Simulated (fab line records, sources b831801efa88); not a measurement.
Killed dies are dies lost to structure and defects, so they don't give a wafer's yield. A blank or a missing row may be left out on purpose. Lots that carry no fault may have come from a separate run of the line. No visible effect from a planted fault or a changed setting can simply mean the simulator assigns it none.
Struck lot and sound lot, side by side / flow sky130 / 15 steps out of a route of 708
Sound: the wafers L266.3, L266.4, L266.5. The struck wafers were L272.2, L272.3, L272.4. The cause comes at the end.
At each step with rows: each side's tool, then ch and its chambers, then its first start. Under that, the readings that differ: sound wafers / struck wafers / difference of the means / sigmas: that difference in standard deviations of wafers without a fault.
alike: words and numbers the same on both sides, and readings whose means are apart by under 2 such deviations; not compared: readings that were withheld, readings missing a value for some wafer, numbers with overlapping values and no deviation given by the record, and bounds like >300 which may hide the same value.
The two part at a step that has a row with sigmas, a row that says differs or no value, or rows on one side only. Numbers that have no deviation but don't overlap get no sigmas and don't part them. Lack of a reading on every wafer of one side parts them only where that side has two or more wafers.

first, 1 step without rows for these wafers: SKY_SONOS_ONO_WET_ETCH_16 (etches SiO2 in dHF, target depth 14 nm, time 280 s).
SKY_SONOS_ONO_STRIP_17: strips in O2/N2.
  sound on plasmaAsher-02 ch 0,1, day 15 18:58; struck on plasmaAsher-02 ch 0,1, day 17 18:18
  alike: drypumpMotorCurrentA, oesProductAu, stripTimeToEndpointS
  not compared: rfHoursCounterH
then, 3 steps without rows for these wafers: SKY_SONOS_ONO_WET_ETCH_18 (etches Si3N4 in H3PO4, target depth 15 nm, time 172 s); SKY_GATE_OXIDE_CLEAN_00 (cleans in SC1/SC2, time 150 s); SKY_GATE_OXIDE_OXIDATION_01 (stabilise 600 s, purge 300 s, target thk 10.268 nm).
SKY_GATE_OXIDE_THK_MEAS_02:
  sound on filmMetro-02, day 15 21:20; struck on filmMetro-02, day 17 19:56
  alike: GATE_OXIDE_OXIDATION_00_THK
then, 6 steps without rows for these wafers: SKY_GATE_OXIDE_DEHYDRATE_03 (time 60 s); SKY_GATE_OXIDE_HMDS_04 (prime time 60 s); SKY_GATE_OXIDE_COAT_05 (resist thk 1140 nm); SKY_GATE_OXIDE_SOFTBAKE_06 (time 60 s); SKY_GATE_OXIDE_EXPOSE_07 (exposes mask LVOM, target cd 600 nm); SKY_GATE_OXIDE_PEB_08.
SKY_GATE_OXIDE_DEVELOP_09: develop time 60 s.
  sound on lithoTrack-03 ch 0, day 17 01:59; struck on lithoTrack-04 ch 0, day 19 01:40
reading=developerTempC (C); sound=23.03 23.10 22.97; struck=22.14 22.15 21.96; difference=-0.95; sigmas=-10
  alike: chillPlateTempC
SKY_GATE_OXIDE_OVL_MEAS_10:
  sound on overlay-01, day 17 02:05; struck on overlay-01, day 19 01:48
  alike: GATE_OXIDE_OVL
-- a jump in the record: the struck wafers' starts before and after are 30 days apart (it breaks off in module GATE_OXIDE and resumes in module PAD_OPEN, where the first step shown is number 708 of the route) --
SKY_PAD_OPEN_PROBE_99:
  sound on prober-02, day 47 23:23; struck on prober-02, day 49 04:37
  alike: killed_at_M0_to_M3, killed_at_M4_up, killedAtContacts, killedAtFrontEnd, killedAtOther, killedDies, killedOnRim, killedOpen, killedShort

== WHERE THEY PART ==
Only at SKY_GATE_OXIDE_DEVELOP_09, within this record. Later steps at which nothing parts them and some readings are alike: SKY_GATE_OXIDE_OVL_MEAS_10, SKY_PAD_OPEN_PROBE_99.

WHY: what the simulator had put in
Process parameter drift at SKY_GATE_OXIDE_DEVELOP_09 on lithoTrack-04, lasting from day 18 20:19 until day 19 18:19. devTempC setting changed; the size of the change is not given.
